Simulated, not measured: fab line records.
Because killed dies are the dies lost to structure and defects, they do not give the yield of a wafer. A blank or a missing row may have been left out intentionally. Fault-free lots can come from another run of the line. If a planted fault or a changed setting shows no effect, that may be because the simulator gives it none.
Which tool was responsible? / flow sky130 / 72 wafers from 24 lots sampled at 6 of the route's 708 steps

## WHAT THE GAUGES READ, wafer by wafer
SKY_VIA2_RS_MEAS_22: the measuring method here is four-point-probe. Usual: VIA2_W_RS typically reads 0.2876 ohm/sq, with standard deviation 0.0026.
lot=L074; measured=day 36 07:22; on=filmMetro-03; VIA2_W_RS (ohm/sq)=0.2900 0.2853 0.2858; flag=
lot=L075; measured=day 36 09:49; on=filmMetro-01; VIA2_W_RS (ohm/sq)=0.2888 0.2858 0.2923; flag=
lot=L076; measured=day 37 09:54; on=filmMetro-01; VIA2_W_RS (ohm/sq)=0.2905 0.2871 0.2894; flag=
lot=L077; measured=day 37 11:17; on=filmMetro-01; VIA2_W_RS (ohm/sq)=0.2854 0.2859 0.2875; flag=
lot=L078; measured=day 37 12:23; on=filmMetro-03; VIA2_W_RS (ohm/sq)=0.2820 0.2858 0.2856; flag=
lot=L079; measured=day 37 22:48; on=filmMetro-01; VIA2_W_RS (ohm/sq)=0.2853 0.2901 0.2859; flag=
lot=L080; measured=day 38 06:51; on=filmMetro-03; VIA2_W_RS (ohm/sq)=0.2896 0.2870 0.2906; flag=
lot=L081; measured=day 38 18:40; on=filmMetro-01; VIA2_W_RS (ohm/sq)=0.2878 0.2911 0.2891; flag=
lot=L082; measured=day 38 19:40; on=filmMetro-01; VIA2_W_RS (ohm/sq)=0.2911 0.2938 0.2901; flag=
lot=L083; measured=day 39 09:01; on=filmMetro-01; VIA2_W_RS (ohm/sq)=0.2902 0.2919 0.2871; flag=
lot=L085; measured=day 39 18:19; on=filmMetro-01; VIA2_W_RS (ohm/sq)=0.2857 0.2882 0.2867; flag=
lot=L084; measured=day 39 18:35; on=filmMetro-01; VIA2_W_RS (ohm/sq)=0.2830 0.2842 0.2869; flag=
lot=L086; measured=day 39 23:22; on=filmMetro-03; VIA2_W_RS (ohm/sq)=0.2884 0.2881 0.2883; flag=
lot=L087; measured=day 40 15:17; on=filmMetro-01; VIA2_W_RS (ohm/sq)=0.2862 0.2842 0.2853; flag=
lot=L088; measured=day 40 22:56; on=filmMetro-02; VIA2_W_RS (ohm/sq)=0.2848 0.2851 0.2848; flag=
lot=L089; measured=day 41 07:44; on=filmMetro-03; VIA2_W_RS (ohm/sq)=0.2888 0.2915 0.2897; flag=
lot=L090; measured=day 41 10:28; on=filmMetro-01; VIA2_W_RS (ohm/sq)=0.2895 0.2878 0.2891; flag=
lot=L091; measured=day 41 14:46; on=filmMetro-02; VIA2_W_RS (ohm/sq)=0.2862 0.2893 0.2897; flag=
lot=L092; measured=day 41 20:14; on=filmMetro-01; VIA2_W_RS (ohm/sq)=0.2878 0.2883 0.2888; flag=
lot=L093; measured=day 41 23:15; on=filmMetro-01; VIA2_W_RS (ohm/sq)=0.2853 0.2861 0.2914; flag=
lot=L094; measured=day 42 06:46; on=filmMetro-02; VIA2_W_RS (ohm/sq)=0.2818 0.2831 0.2825; flag=
lot=L095; measured=day 42 14:07; on=filmMetro-01; VIA2_W_RS (ohm/sq)=0.2879 0.2869 0.2893; flag=
lot=L096; measured=day 43 16:16; on=filmMetro-01; VIA2_W_RS (ohm/sq)=0.2868 0.2911 0.2914; flag=
lot=L097; measured=day 43 16:59; on=filmMetro-02; VIA2_W_RS (ohm/sq)=0.2858 0.2837 0.2911; flag=

SKY_CAPM_OVL_MEAS_12. Usual: CAPM_OVL typically reads -0.4 nm, with standard deviation 1.3.
lot=L074; measured=day 37 10:59; on=overlay-01; CAPM_OVL (nm)=0.6 -1.9 -2.9; flag=
lot=L075; measured=day 37 12:01; on=overlay-02; CAPM_OVL (nm)=-2.1 0.8 1.6; flag=
lot=L076; measured=day 38 11:51; on=overlay-01; CAPM_OVL (nm)=-1.4 -1.2 -3.8; flag=
lot=L077; measured=day 38 13:16; on=overlay-02; CAPM_OVL (nm)=1.7 -1.0 0.7; flag=
lot=L078; measured=day 38 14:55; on=overlay-01; CAPM_OVL (nm)=0.4 0.5 -0.9; flag=
lot=L079; measured=day 39 00:49; on=overlay-02; CAPM_OVL (nm)=0.9 0.0 0.4; flag=
lot=L080; measured=day 39 08:43; on=overlay-02; CAPM_OVL (nm)=1.0 -0.9 -2.0; flag=
lot=L081; measured=day 39 20:09; on=overlay-02; CAPM_OVL (nm)=-0.9 -2.0 -0.9; flag=
lot=L082; measured=day 39 20:59; on=overlay-01; CAPM_OVL (nm)=-1.8 2.0 1.8; flag=
lot=L083; measured=day 40 09:49; on=overlay-02; CAPM_OVL (nm)=-0.5 -0.1 -1.0; flag=
lot=L085; measured=day 40 19:22; on=overlay-01; CAPM_OVL (nm)=-1.6 -0.8 -0.4; flag=
lot=L084; measured=day 40 19:57; on=overlay-01; CAPM_OVL (nm)=0.4 -0.2 1.0; flag=
lot=L086; measured=day 41 00:24; on=overlay-02; CAPM_OVL (nm)=0.4 -0.9 -1.6; flag=
lot=L087; measured=day 41 15:38; on=overlay-01; CAPM_OVL (nm)=1.1 0.8 0.7; flag=
lot=L088; measured=day 41 23:05; on=overlay-01; CAPM_OVL (nm)=-0.8 -0.3 0.5; flag=
lot=L089; measured=day 42 06:54; on=overlay-01; CAPM_OVL (nm)=-1.0 0.3 -0.3; flag=
lot=L090; measured=day 42 09:38; on=overlay-02; CAPM_OVL (nm)=2.2 2.1 1.5; flag=
lot=L091; measured=day 42 14:47; on=overlay-01; CAPM_OVL (nm)=-1.8 -1.0 -1.7; flag=
lot=L092; measured=day 42 20:26; on=overlay-01; CAPM_OVL (nm)=-1.6 -0.6 -1.8; flag=
lot=L093; measured=day 42 23:16; on=overlay-02; CAPM_OVL (nm)=1.6 -0.2 0.0; flag=
lot=L094; measured=day 43 06:26; on=overlay-02; CAPM_OVL (nm)=-2.3 -1.6 -1.0; flag=
lot=L095; measured=day 43 13:21; on=overlay-02; CAPM_OVL (nm)=1.5 0.8 0.2; flag=
lot=L096; measured=day 44 15:50; on=overlay-01; CAPM_OVL (nm)=0.9 -2.1 -0.9; flag=
lot=L097; measured=day 44 16:44; on=overlay-01; CAPM_OVL (nm)=-2.2 -1.0 -2.5; flag=

SKY_VIA3_OVL_MEAS_13. Usual: VIA3_OVL typically reads -2 nm, with standard deviation 6.
lot=L074; measured=day 39 14:56; on=overlay-02; VIA3_OVL (nm)=1 -1 -5; flag=
lot=L075; measured=day 39 16:11; on=overlay-01; VIA3_OVL (nm)=-6 6 7; flag=
lot=L076; measured=day 40 15:53; on=overlay-01; VIA3_OVL (nm)=-3 -5 -4; flag=
lot=L077; measured=day 40 16:31; on=overlay-02; VIA3_OVL (nm)=-12 -11 -5; flag=
lot=L078; measured=day 40 18:06; on=overlay-01; VIA3_OVL (nm)=-9 -9 -3; flag=
lot=L079; measured=day 41 03:58; on=overlay-02; VIA3_OVL (nm)=-3 -3 -2; flag=
lot=L080; measured=day 41 10:20; on=overlay-01; VIA3_OVL (nm)=-1 -2 -4; flag=
lot=L081; measured=day 41 22:59; on=overlay-01; VIA3_OVL (nm)=3 3 7; flag=
lot=L082; measured=day 41 23:20; on=overlay-02; VIA3_OVL (nm)=0 -6 1; flag=
lot=L083; measured=day 42 11:50; on=overlay-01; VIA3_OVL (nm)=2 -5 -5; flag=
lot=L085; measured=day 42 20:55; on=overlay-02; VIA3_OVL (nm)=9 7 4; flag=
lot=L084; measured=day 42 21:38; on=overlay-02; VIA3_OVL (nm)=-8 -4 -13; flag=
lot=L086; measured=day 43 01:48; on=overlay-02; VIA3_OVL (nm)=0 -2 6; flag=
lot=L087; measured=day 43 14:59; on=overlay-01; VIA3_OVL (nm)=-5 -3 -4; flag=
lot=L088; measured=day 43 23:28; on=overlay-02; VIA3_OVL (nm)=-5 -8 1; flag=
lot=L089; measured=day 44 06:31; on=overlay-02; VIA3_OVL (nm)=-10 1 -3; flag=
lot=L090; measured=day 44 08:47; on=overlay-02; VIA3_OVL (nm)=-2 -3 -7; flag=
lot=L091; measured=day 44 13:35; on=overlay-01; VIA3_OVL (nm)=0 5 6; flag=
lot=L092; measured=day 44 19:16; on=overlay-01; VIA3_OVL (nm)=5 3 3; flag=
lot=L093; measured=day 44 22:23; on=overlay-01; VIA3_OVL (nm)=-3 -7 -6; flag=
lot=L094; measured=day 45 04:40; on=overlay-01; VIA3_OVL (nm)=-7 -2 -6; flag=
lot=L095; measured=day 45 10:59; on=overlay-02; VIA3_OVL (nm)=3 -4 0; flag=
lot=L096; measured=day 46 12:10; on=overlay-01; VIA3_OVL (nm)=1 9 4; flag=
lot=L097; measured=day 46 13:53; on=overlay-02; VIA3_OVL (nm)=5 7 6; flag=

SKY_PASSIVATION_THK_MEAS_03. Usual: PASSIVATION_CVD_02_THK typically reads 539 nm, with standard deviation 6.5.
lot=L074; measured=day 43 19:24; on=filmMetro-02; PASSIVATION_CVD_02_THK (nm)=539 539 551; flag=
lot=L075; measured=day 43 19:49; on=filmMetro-03; PASSIVATION_CVD_02_THK (nm)=536 542 537; flag=
lot=L076; measured=day 44 17:41; on=filmMetro-03; PASSIVATION_CVD_02_THK (nm)=525 539 534; flag=
lot=L077; measured=day 44 17:57; on=filmMetro-02; PASSIVATION_CVD_02_THK (nm)=542 535 545; flag=
lot=L078; measured=day 44 19:26; on=filmMetro-04; PASSIVATION_CVD_02_THK (nm)=531 534 542; flag=
lot=L079; measured=day 45 03:16; on=filmMetro-03; PASSIVATION_CVD_02_THK (nm)=538 540 541; flag=
lot=L080; measured=day 45 09:17; on=filmMetro-04; PASSIVATION_CVD_02_THK (nm)=537 536 550; flag=
lot=L081; measured=day 45 23:55; on=filmMetro-03; PASSIVATION_CVD_02_THK (nm)=535 539 553; flag=
lot=L082; measured=day 45 23:52; on=filmMetro-04; PASSIVATION_CVD_02_THK (nm)=539 541 540; flag=
lot=L083; measured=day 46 08:34; on=filmMetro-04; PASSIVATION_CVD_02_THK (nm)=535 533 546; flag=
lot=L085; measured=day 46 16:27; on=filmMetro-02; PASSIVATION_CVD_02_THK (nm)=538 541 545; flag=
lot=L084; measured=day 46 18:22; on=filmMetro-02; PASSIVATION_CVD_02_THK (nm)=531 544 535; flag=
lot=L086; measured=day 46 22:34; on=filmMetro-02; PASSIVATION_CVD_02_THK (nm)=536 540 546; flag=
lot=L087; measured=day 47 10:09; on=filmMetro-02; PASSIVATION_CVD_02_THK (nm)=544 548 548; flag=
lot=L088; measured=day 47 18:05; on=filmMetro-02; PASSIVATION_CVD_02_THK (nm)=532 548 543; flag=
lot=L089; measured=day 47 23:17; on=filmMetro-03; PASSIVATION_CVD_02_THK (nm)=524 524 539; flag=
lot=L090; measured=day 48 02:07; on=filmMetro-03; PASSIVATION_CVD_02_THK (nm)=529 538 543; flag=
lot=L091; measured=day 48 05:53; on=filmMetro-04; PASSIVATION_CVD_02_THK (nm)=534 525 537; flag=
lot=L092; measured=day 48 10:03; on=filmMetro-03; PASSIVATION_CVD_02_THK (nm)=536 532 548; flag=
lot=L093; measured=day 48 13:08; on=filmMetro-04; PASSIVATION_CVD_02_THK (nm)=530 541 542; flag=
lot=L094; measured=day 48 18:04; on=filmMetro-04; PASSIVATION_CVD_02_THK (nm)=544 549 544; flag=
lot=L095; measured=day 48 23:38; on=filmMetro-02; PASSIVATION_CVD_02_THK (nm)=542 541 544; flag=
lot=L096; measured=day 49 20:11; on=filmMetro-02; PASSIVATION_CVD_02_THK (nm)=532 532 534; flag=
lot=L097; measured=day 49 22:49; on=filmMetro-03; PASSIVATION_CVD_02_THK (nm)=535 550 545; flag=

## EACH LOT AND THE TOOL THAT RAN IT (in order: tool; ch and the chambers of the sampled wafers; start)
lot=L074; SKY_VIA3_STRIP_16=plasmaAsher-02 ch 0,1, day 39 15:04; SKY_METAL5_DESCUM_14=rieMetal-02 ch 0,1, day 43 18:13
lot=L075; SKY_VIA3_STRIP_16=plasmaAsher-02 ch 0,1, day 39 16:20; SKY_METAL5_DESCUM_14=rieMetal-01 ch 0,1, day 43 18:25
lot=L076; SKY_VIA3_STRIP_16=plasmaAsher-02 ch 0,1, day 40 16:03; SKY_METAL5_DESCUM_14=rieMetal-04 ch 0,1, day 44 16:27
lot=L077; SKY_VIA3_STRIP_16=plasmaAsher-03 ch 0,1, day 40 16:39; SKY_METAL5_DESCUM_14=rieMetal-01 ch 0,1, day 44 16:44
lot=L078; SKY_VIA3_STRIP_16=plasmaAsher-02 ch 0,1, day 40 18:14; SKY_METAL5_DESCUM_14=rieMetal-04 ch 0,1, day 44 18:11
lot=L079; SKY_VIA3_STRIP_16=plasmaAsher-03 ch 0,1, day 41 04:08; SKY_METAL5_DESCUM_14=rieMetal-01 ch 0,1, day 45 02:05
lot=L080; SKY_VIA3_STRIP_16=plasmaAsher-03 ch 1, day 41 10:28; SKY_METAL5_DESCUM_14=rieMetal-04 ch 0,1, day 45 08:07
lot=L081; SKY_VIA3_STRIP_16=plasmaAsher-03 ch 0,1, day 41 23:08; SKY_METAL5_DESCUM_14=rieMetal-04 ch 0,1, day 45 22:44
lot=L082; SKY_VIA3_STRIP_16=plasmaAsher-03 ch 0,1, day 41 23:32; SKY_METAL5_DESCUM_14=rieMetal-02 ch 0,1, day 45 22:34
lot=L083; SKY_VIA3_STRIP_16=plasmaAsher-02 ch 0,1, day 42 11:58; SKY_METAL5_DESCUM_14=rieMetal-01 ch 1, day 46 07:05
lot=L085; SKY_VIA3_STRIP_16=plasmaAsher-03 ch 0,1, day 42 21:03; SKY_METAL5_DESCUM_14=rieMetal-04 ch 0,1, day 46 15:14
lot=L084; SKY_VIA3_STRIP_16=plasmaAsher-03 ch 0,1, day 42 21:46; SKY_METAL5_DESCUM_14=rieMetal-02 ch 0,1, day 46 17:10
lot=L086; SKY_VIA3_STRIP_16=plasmaAsher-03 ch 0,1, day 43 01:58; SKY_METAL5_DESCUM_14=rieMetal-01 ch 0,1, day 46 21:23
lot=L087; SKY_VIA3_STRIP_16=plasmaAsher-04 ch 0,1, day 43 15:09; SKY_METAL5_DESCUM_14=rieMetal-04 ch 0,1, day 47 08:46
lot=L088; SKY_VIA3_STRIP_16=plasmaAsher-03 ch 1, day 43 23:36; SKY_METAL5_DESCUM_14=rieMetal-02 ch 0,1, day 47 16:53
lot=L089; SKY_VIA3_STRIP_16=plasmaAsher-03 ch 0,1, day 44 06:39; SKY_METAL5_DESCUM_14=rieMetal-02 ch 0,1, day 47 22:04
lot=L090; SKY_VIA3_STRIP_16=plasmaAsher-02 ch 0,1, day 44 08:57; SKY_METAL5_DESCUM_14=rieMetal-04 ch 0,1, day 48 00:56
lot=L091; SKY_VIA3_STRIP_16=plasmaAsher-02 ch 0,1, day 44 13:43; SKY_METAL5_DESCUM_14=rieMetal-02 ch 0,1, day 48 04:40
lot=L092; SKY_VIA3_STRIP_16=plasmaAsher-02 ch 0,1, day 44 19:24; SKY_METAL5_DESCUM_14=rieMetal-01 ch 0, day 48 08:46
lot=L093; SKY_VIA3_STRIP_16=plasmaAsher-03 ch 0,1, day 44 22:31; SKY_METAL5_DESCUM_14=rieMetal-01 ch 0,1, day 48 11:55
lot=L094; SKY_VIA3_STRIP_16=plasmaAsher-04 ch 0,1, day 45 04:48; SKY_METAL5_DESCUM_14=rieMetal-02 ch 0,1, day 48 16:44
lot=L095; SKY_VIA3_STRIP_16=plasmaAsher-02 ch 0,1, day 45 11:07; SKY_METAL5_DESCUM_14=rieMetal-04 ch 0,1, day 48 22:19
lot=L096; SKY_VIA3_STRIP_16=plasmaAsher-02 ch 0,1, day 46 12:18; SKY_METAL5_DESCUM_14=rieMetal-02 ch 1, day 49 18:44
lot=L097; SKY_VIA3_STRIP_16=plasmaAsher-04 ch 0,1, day 46 14:01; SKY_METAL5_DESCUM_14=rieMetal-02 ch 1, day 49 21:17
- SKY_VIA3_STRIP_16: strips in O2/N2.
- SKY_METAL5_DESCUM_14: chemistry O2, time 11 s.

## WHAT THE TOOLS THEMSELVES READ (means of the sampled wafers that have a number; where no wafer has one, the mark that the record gives instead)
SKY_VIA3_STRIP_16. Usual: drypumpMotorCurrentA 5.67 A, standard deviation 0.29; oesProductAu 0.402 a.u., standard deviation 0.0049; stripTimeToEndpointS 4.126 s, standard deviation 0.021.
lot=L074; tool=plasmaAsher-02; drypumpMotorCurrentA (A)=5.81; oesProductAu (a.u.)=0.399; stripTimeToEndpointS (s)=4.096; flag=
lot=L075; tool=plasmaAsher-02; drypumpMotorCurrentA (A)=5.82; oesProductAu (a.u.)=0.407; stripTimeToEndpointS (s)=4.158; flag=
lot=L076; tool=plasmaAsher-02; drypumpMotorCurrentA (A)=5.52; oesProductAu (a.u.)=0.408; stripTimeToEndpointS (s)=4.137; flag=
lot=L077; tool=plasmaAsher-03; drypumpMotorCurrentA (A)=5.65; oesProductAu (a.u.)=0.399; stripTimeToEndpointS (s)=4.103; flag=
lot=L078; tool=plasmaAsher-02; drypumpMotorCurrentA (A)=5.80; oesProductAu (a.u.)=0.404; stripTimeToEndpointS (s)=4.149; flag=
lot=L079; tool=plasmaAsher-03; drypumpMotorCurrentA (A)=5.69; oesProductAu (a.u.)=0.399; stripTimeToEndpointS (s)=4.167; flag=
lot=L080; tool=plasmaAsher-03; drypumpMotorCurrentA (A)=5.68; oesProductAu (a.u.)=0.401; stripTimeToEndpointS (s)=4.117; flag=
lot=L081; tool=plasmaAsher-03; drypumpMotorCurrentA (A)=5.70; oesProductAu (a.u.)=0.401; stripTimeToEndpointS (s)=4.128; flag=
lot=L082; tool=plasmaAsher-03; drypumpMotorCurrentA (A)=5.66; oesProductAu (a.u.)=0.401; stripTimeToEndpointS (s)=4.120; flag=
lot=L083; tool=plasmaAsher-02; drypumpMotorCurrentA (A)=5.52; oesProductAu (a.u.)=0.409; stripTimeToEndpointS (s)=4.142; flag=
lot=L085; tool=plasmaAsher-03; drypumpMotorCurrentA (A)=5.67; oesProductAu (a.u.)=0.404; stripTimeToEndpointS (s)=4.134; flag=
lot=L084; tool=plasmaAsher-03; drypumpMotorCurrentA (A)=5.68; oesProductAu (a.u.)=0.402; stripTimeToEndpointS (s)=4.130; flag=
lot=L086; tool=plasmaAsher-03; drypumpMotorCurrentA (A)=5.68; oesProductAu (a.u.)=0.405; stripTimeToEndpointS (s)=4.131; flag=
lot=L087; tool=plasmaAsher-04; drypumpMotorCurrentA (A)=5.73; oesProductAu (a.u.)=0.403; stripTimeToEndpointS (s)=4.120; flag=
lot=L088; tool=plasmaAsher-03; drypumpMotorCurrentA (A)=5.64; oesProductAu (a.u.)=0.408; stripTimeToEndpointS (s)=4.136; flag=
lot=L089; tool=plasmaAsher-03; drypumpMotorCurrentA (A)=5.67; oesProductAu (a.u.)=0.399; stripTimeToEndpointS (s)=4.143; flag=
lot=L090; tool=plasmaAsher-02; drypumpMotorCurrentA (A)=5.53; oesProductAu (a.u.)=0.399; stripTimeToEndpointS (s)=4.120; flag=
lot=L091; tool=plasmaAsher-02; drypumpMotorCurrentA (A)=5.53; oesProductAu (a.u.)=0.403; stripTimeToEndpointS (s)=4.137; flag=
lot=L092; tool=plasmaAsher-02; drypumpMotorCurrentA (A)=5.51; oesProductAu (a.u.)=0.400; stripTimeToEndpointS (s)=4.111; flag=
lot=L093; tool=plasmaAsher-03; drypumpMotorCurrentA (A)=5.68; oesProductAu (a.u.)=0.405; stripTimeToEndpointS (s)=4.102; flag=
lot=L094; tool=plasmaAsher-04; drypumpMotorCurrentA (A)=5.62; oesProductAu (a.u.)=0.401; stripTimeToEndpointS (s)=4.107; flag=
lot=L095; tool=plasmaAsher-02; drypumpMotorCurrentA (A)=5.84; oesProductAu (a.u.)=0.402; stripTimeToEndpointS (s)=4.129; flag=
lot=L096; tool=plasmaAsher-02; drypumpMotorCurrentA (A)=5.84; oesProductAu (a.u.)=0.401; stripTimeToEndpointS (s)=4.117; flag=
lot=L097; tool=plasmaAsher-04; drypumpMotorCurrentA (A)=5.73; oesProductAu (a.u.)=0.403; stripTimeToEndpointS (s)=4.118; flag=

SKY_METAL5_DESCUM_14. Usual: drypumpMotorCurrentA 5.7 A, standard deviation 0.55; oesProductAu 1.000 a.u., standard deviation 0.0094; rfFwdPowerW 146.9 W, standard deviation 0.49.
lot=L074; tool=rieMetal-02; drypumpMotorCurrentA (A)=5.1; oesProductAu (a.u.)=1.004; rfFwdPowerW (W)=147.2; flag=
lot=L075; tool=rieMetal-01; drypumpMotorCurrentA (A)=6.4; oesProductAu (a.u.)=1.009; rfFwdPowerW (W)=146.7; flag=
lot=L076; tool=rieMetal-04; drypumpMotorCurrentA (A)=5.8; oesProductAu (a.u.)=0.990; rfFwdPowerW (W)=146.7; flag=
lot=L077; tool=rieMetal-01; drypumpMotorCurrentA (A)=6.4; oesProductAu (a.u.)=1.002; rfFwdPowerW (W)=147.0; flag=
lot=L078; tool=rieMetal-04; drypumpMotorCurrentA (A)=5.8; oesProductAu (a.u.)=0.988; rfFwdPowerW (W)=147.1; flag=
lot=L079; tool=rieMetal-01; drypumpMotorCurrentA (A)=6.4; oesProductAu (a.u.)=0.999; rfFwdPowerW (W)=146.8; flag=
lot=L080; tool=rieMetal-04; drypumpMotorCurrentA (A)=5.6; oesProductAu (a.u.)=1.003; rfFwdPowerW (W)=146.9; flag=
lot=L081; tool=rieMetal-04; drypumpMotorCurrentA (A)=5.8; oesProductAu (a.u.)=0.993; rfFwdPowerW (W)=147.3; flag=
lot=L082; tool=rieMetal-02; drypumpMotorCurrentA (A)=5.1; oesProductAu (a.u.)=1.012; rfFwdPowerW (W)=146.8; flag=
lot=L083; tool=rieMetal-01; drypumpMotorCurrentA (A)=6.4; oesProductAu (a.u.)=0.998; rfFwdPowerW (W)=146.7; flag=
lot=L085; tool=rieMetal-04; drypumpMotorCurrentA (A)=5.8; oesProductAu (a.u.)=0.997; rfFwdPowerW (W)=146.3; flag=
lot=L084; tool=rieMetal-02; drypumpMotorCurrentA (A)=5.1; oesProductAu (a.u.)=0.994; rfFwdPowerW (W)=146.9; flag=
lot=L086; tool=rieMetal-01; drypumpMotorCurrentA (A)=6.4; oesProductAu (a.u.)=1.014; rfFwdPowerW (W)=147.1; flag=
lot=L087; tool=rieMetal-04; drypumpMotorCurrentA (A)=5.8; oesProductAu (a.u.)=0.988; rfFwdPowerW (W)=146.7; flag=
lot=L088; tool=rieMetal-02; drypumpMotorCurrentA (A)=5.1; oesProductAu (a.u.)=0.992; rfFwdPowerW (W)=147.0; flag=
lot=L089; tool=rieMetal-02; drypumpMotorCurrentA (A)=5.1; oesProductAu (a.u.)=0.999; rfFwdPowerW (W)=146.8; flag=
lot=L090; tool=rieMetal-04; drypumpMotorCurrentA (A)=5.6; oesProductAu (a.u.)=0.999; rfFwdPowerW (W)=146.6; flag=
lot=L091; tool=rieMetal-02; drypumpMotorCurrentA (A)=5.1; oesProductAu (a.u.)=0.997; rfFwdPowerW (W)=147.0; flag=
lot=L092; tool=rieMetal-01; drypumpMotorCurrentA (A)=6.4; oesProductAu (a.u.)=1.006; rfFwdPowerW (W)=147.0; flag=
lot=L093; tool=rieMetal-01; drypumpMotorCurrentA (A)=6.4; oesProductAu (a.u.)=1.002; rfFwdPowerW (W)=147.0; flag=
lot=L094; tool=rieMetal-02; drypumpMotorCurrentA (A)=5.1; oesProductAu (a.u.)=0.998; rfFwdPowerW (W)=147.1; flag=
lot=L095; tool=rieMetal-04; drypumpMotorCurrentA (A)=5.8; oesProductAu (a.u.)=0.993; rfFwdPowerW (W)=146.9; flag=
lot=L096; tool=rieMetal-02; drypumpMotorCurrentA (A)=5.0; oesProductAu (a.u.)=1.004; rfFwdPowerW (W)=147.0; flag=
lot=L097; tool=rieMetal-02; drypumpMotorCurrentA (A)=5.0; oesProductAu (a.u.)=1.007; rfFwdPowerW (W)=146.1; flag=

## THE ANSWER, worked out from the rows above alone
Rule: lot off if the mean of its wafers having a number is beyond 3 standard deviations from the usual mean. Also off: a lot with no number at a reading for which 4 or more lots have one. Any other lot the step has rows for is counted as sound. The gauges are gone through in route order, then the tools' own readings, and for those a lot's mean is taken as printed above. At the first step where some lot is off, the reading lying furthest off is the one used; lots without a number count as furthest.
No lot is off on any of the readings shown, so nothing can be concluded from this.

## WHAT THE SIMULATOR HAD PUT IN
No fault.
